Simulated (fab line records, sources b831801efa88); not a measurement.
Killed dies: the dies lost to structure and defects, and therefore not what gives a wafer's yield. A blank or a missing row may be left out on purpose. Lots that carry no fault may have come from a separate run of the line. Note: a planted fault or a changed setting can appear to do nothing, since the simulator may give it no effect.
The same fault as seen by 2 desks	flow sky130	numbers are kept per desk, each desk with only its own; the story behind them comes last

== AT THE TOOL OWNER'S DESK: rie-metal-01 ==
The tool's own readings at SKY_CAP2M_METAL_ETCH_13 (etches TiN in Cl2/BCl3, stops on SiO2, target depth 220 nm, time 62.9 s): means of the sampled wafers that have a number, for each lot that ran on this tool. If a lot's mean is further than 4 standard deviations from the usual mean, the lot is out of limits and carries the mark OUT (the distance appears in the brackets).
Columns: A = drypump-motor-current-A at SKY_CAP2M_METAL_ETCH_13, usual 5.4 A; B = oes-product-au at SKY_CAP2M_METAL_ETCH_13, usual 0.943 a.u.; C = run-length-s at SKY_CAP2M_METAL_ETCH_13, usual 91.0 s; D = throttle-valve-pct at SKY_CAP2M_METAL_ETCH_13, usual 21.900 %
lot	first seen here	A	B	C	D
L229	day 42 08:37	5.1	0.963	82.8 (-25) OUT	21.894
L232	day 43 11:42	5.2	0.963	82.9 (-25) OUT	21.893
L244	day 46 11:44	5.5	0.942	90.9	21.901
L246	day 46 22:04	5.7	0.940	90.9	21.897
This desk's verdict: out of limits on L229, L232, starting with L229 at day 42 08:37 (run-length-s at SKY_CAP2M_METAL_ETCH_13). L244, L246: within limits.

== FROM THE METROLOGY DESK ==
Means of the sampled wafers that have a number, per lot and without regard to the tool the lot ran on: this is what the gauges read. If a lot's mean is further than 4 standard deviations from the usual mean, the lot is out of limits and carries the mark OUT (the distance appears in the brackets).
Columns: A = VT_ADJUST_NCORE_TW at SKY_VT_ADJUST_NCORE_TW_MEAS_11, usual 219.8; B = cd-nm at SKY_SONOS_ONO_CD_MEAS_13, usual 409 nm
lot	first seen here	A	B
L224	day 8 21:59	221.3	411
L229	day 10 05:48	220.2	410
L232	day 11 05:34	218.9	416
L236	day 12 07:58	218.1	405
L239	day 13 19:44	218.3	411
L240	day 13 22:15	220.1	408
L242	day 14 04:59	220.7	405
L243	day 14 10:31	218.5	413
L244	day 14 21:31	218.2	407
L245	day 15 02:18	221.8	408
L246	day 15 12:48	217.9	409
This desk's finding: nothing out of limits on any of the 11 lots.

== TAKEN TOGETHER ==
At day 42 08:37, on L229, L232, the tool owner's desk was in a position to raise an alarm.
From the metrology desk's view, nothing was out of limits.
The metrology desk holds a record of L229, L232, inside its limits.
The lots listed all ran SKY_CAP2M_METAL_ETCH_13 on rie-metal-01.

== WHAT HAD BEEN PUT IN BY THE SIMULATOR ==
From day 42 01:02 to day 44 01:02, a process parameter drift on rie-metal-01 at SKY_CAP2M_METAL_ETCH_13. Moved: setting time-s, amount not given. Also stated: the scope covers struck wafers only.
Struck lots among those shown: L229, L232.
Time in hours from fault onset to the first out-of-limits reading at each desk: the tool owner's desk, 8.
